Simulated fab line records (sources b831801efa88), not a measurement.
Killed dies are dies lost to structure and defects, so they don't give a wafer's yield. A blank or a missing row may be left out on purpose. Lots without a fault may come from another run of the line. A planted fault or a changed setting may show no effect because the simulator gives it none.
8D (eight disciplines) problem report, filled in by code -- flow sky130 -- the parts of the form that need people (team, actions taken, sign-off) are left out

== 1. WHAT WENT WRONG ==
oes_product_au at SKY_METAL5_METAL_ETCH_15 reads a mean of 0.843 a.u. on 3 wafers of 3 lots; wafers without a fault read 0.894 a.u. with a standard deviation of 0.0049. That puts it -10 standard deviations away from the usual mean.
The step: etches the open film in Cl2/BCl3, stops on SiO2, target depth 1260 nm, time 252 s.
The first sign was on wafer L325.3 at day 46 07:55, on rie_metal-04. At this step, 32 wafers from 11 lots have a number in the record. The rule behind "out" and "out of limits": a value lying over 4 standard deviations away from the usual mean. The other wafers with a number count as sound.

== 2. WHAT IT IS, WHAT IT ISN'T ==
question,is,is not
which readings at this step,oes_product_au,"drypump_motor_current_A, throttle_valve_pct"
which lots,"L325, L326, L327","L318, L319, L320, L333, L335, L337, L339, L340"
which wafers of those lots,"L325.3, L326.5, L327.5","L325.4, L326.2, L326.3, L327.1, L327.6"
read on which tools,rie_metal-04,"rie_metal-02, rie_metal-03"
when,from day 46 07:55,"up to then (10 sound wafers); but 19 sound wafers of L326, L327, L333, L335, L337, L339, L340 came after"

== 3. WHAT RULES OUT EACH SUSPECT ==
Counting: any tool at a process step up to the reading remains a suspect provided it ran every lot that is out. Sound lots after the first of them don't rule it out here, since some wafers of a struck lot are sound.
- rie_metal-04 at SKY_METAL5_METAL_ETCH_15 (etches the open film in Cl2/BCl3, stops on SiO2, target depth 1260 nm, time 252 s): kept. Ran every lot that is out, first one L325 (day 46 07:55); last sound lot up to then L320 (day 44 23:59). Its own readings are out on those wafers: oes_product_au.
- At SKY_METAL5_METAL_ETCH_15 on rie_metal-04, chamber 1 took the sound wafers of the same lots and chamber 0 took the wafers that are out.
Left after counting: rie_metal-04 at SKY_METAL5_METAL_ETCH_15.

== 4. THE CAUSE (what the simulator had put in) ==
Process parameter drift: rie_metal-04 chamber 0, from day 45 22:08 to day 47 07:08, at SKY_METAL5_METAL_ETCH_15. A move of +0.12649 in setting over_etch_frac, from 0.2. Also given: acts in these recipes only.
Counting left only this tool.

== 5. SEQUENCE OF EFFECTS, ordered by route ==
One row per reading whose mean, taken over the struck wafers that have a number, lies over 3 standard deviations from the usual. Only readings whose record carries a usual standard deviation are examined. hours: median over the lots of the time between each lot's start at the first step of this table that gives one and its start at this step. sigmas: the change, counted in usual standard deviations.
hours,step,reading,usual,on struck wafers,change,sigmas
0,SKY_METAL5_METAL_ETCH_15,oes_product_au,0.894 a.u.,0.843,-0.051,-10
Here are the process steps it includes:
- SKY_METAL5_METAL_ETCH_15: etches the open film in Cl2/BCl3, stops on SiO2, target depth 1260 nm, time 252 s.

== 6. WHAT WOULD HAVE CAUGHT IT SOONER ==
The fault began at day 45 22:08; the first out-of-limits reading in this record came at day 46 07:55, 10 hours later.
